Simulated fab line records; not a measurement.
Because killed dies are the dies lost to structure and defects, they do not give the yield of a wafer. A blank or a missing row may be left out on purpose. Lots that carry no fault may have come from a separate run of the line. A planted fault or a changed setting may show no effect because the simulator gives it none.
Code-filled problem report in 8D (eight disciplines) form || flow gf180mcu || the parts of the form that need people (team, actions taken, sign-off) are left out

1. WHAT IS WRONG
Wafers without a fault read 220.1 nm, standard deviation 1.2; cdNm at GF_CONTACT_CD_MEAS_14 reads a mean of 227.7 nm on 6 wafers belonging to 2 lots. That is +6.3 standard deviations from the usual mean.
The step: target cd 220 nm.
First observed at day 20 03:21: wafer L757.2, on cdSem-02. The record has a number at this step for 27 wafers belonging to 9 lots. Rule for "out", or "out of limits": more than 4 standard deviations from the usual mean. Any other wafer with a number is counted as sound.

2. WHAT IT IS, AND WHAT IT ISN'T
{"question": "which readings at this step", "is": "cdNm", "is not": "-"}
{"question": "which lots", "is": "L757, L758", "is not": "L747, L748, L749, L761, L764, L765, L768"}
{"question": "which wafers of those lots", "is": "all that have a number", "is not": "-"}
{"question": "read on which gauges", "is": "cdSem-01, cdSem-02", "is not": "-"}
{"question": "when", "is": "from day 20 03:21", "is not": "up to then (9 sound wafers); but 12 sound wafers of L761, L764, L765, L768 came after"}

3. WHAT RULES OUT EACH SUSPECT
Counting: any tool at a process step up to the reading is kept as a suspect provided that every lot that is out went through it and no sound lot did after the first of them.
- the gauge at GF_CONTACT_CD_MEAS_14 has been ruled out. 2 gauges (cdSem-01, cdSem-02) read the wafers that are out.
- krfScanner-01 at GF_CONTACT_EXPOSE_11 (exposes mask Contact, target cd 220 nm): kept. It ran every lot that is out, first L757 (day 19 14:54), and no sound lot after that. Out on those wafers are its own readings of exposureDoseMJCm2.
The count leaves krfScanner-01 at GF_CONTACT_EXPOSE_11.

4. THE CAUSE (what the simulator had put in)
Drift in process parameters on krfScanner-01 at GF_CONTACT_EXPOSE_11, starting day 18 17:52. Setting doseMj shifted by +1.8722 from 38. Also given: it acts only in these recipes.
After counting, this tool was the only one left.

5. THE CHAIN OF EFFECTS, in route order
Each row: a reading where the mean over the struck wafers with a number is more than 3 standard deviations away from the usual. Readings are gone through only where the record gives a usual standard deviation; hours: the median, over the lots, of the time from a lot's start at the first step in this table giving one to that lot's start at this step; sigmas: the change measured in usual standard deviations.
{"hours": 0, "step": "GF_CONTACT_EXPOSE_11", "reading": "exposureDoseMJCm2", "usual": 37.96, "on struck wafers": 39.82, "change": "+1.86", "sigmas": "+45"}
{"hours": 12, "step": "GF_CONTACT_CD_MEAS_14", "reading": "cdNm", "usual": "220.1 nm", "on struck wafers": 227.7, "change": "+7.6", "sigmas": "+6.3"}
Here are the process steps it includes:
- GF_CONTACT_EXPOSE_11: exposes mask Contact, target cd 220 nm.
Later steps that measure or inspect, where all struck wafers having a row at the step show a number for every such reading and not one has moved that far: GF_M1_RS_MEAS_05.

6. WHAT WOULD HAVE CAUGHT IT SOONER
Counted from the fault's start at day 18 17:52, it took 33 hours until the first out-of-limits reading at a measuring or inspecting step in this record, taken at day 20 03:21.
Tool's own readings at GF_CONTACT_EXPOSE_11, exposureDoseMJCm2: out on all struck wafers the step has rows for; an alarm limit on them would have tripped on the first.
Each of the lots that are out, 2 in all, had begun GF_CONTACT_EXPOSE_11 on krfScanner-01 no later than day 20 03:21. None of them would have been spared by holding the tool at that moment.
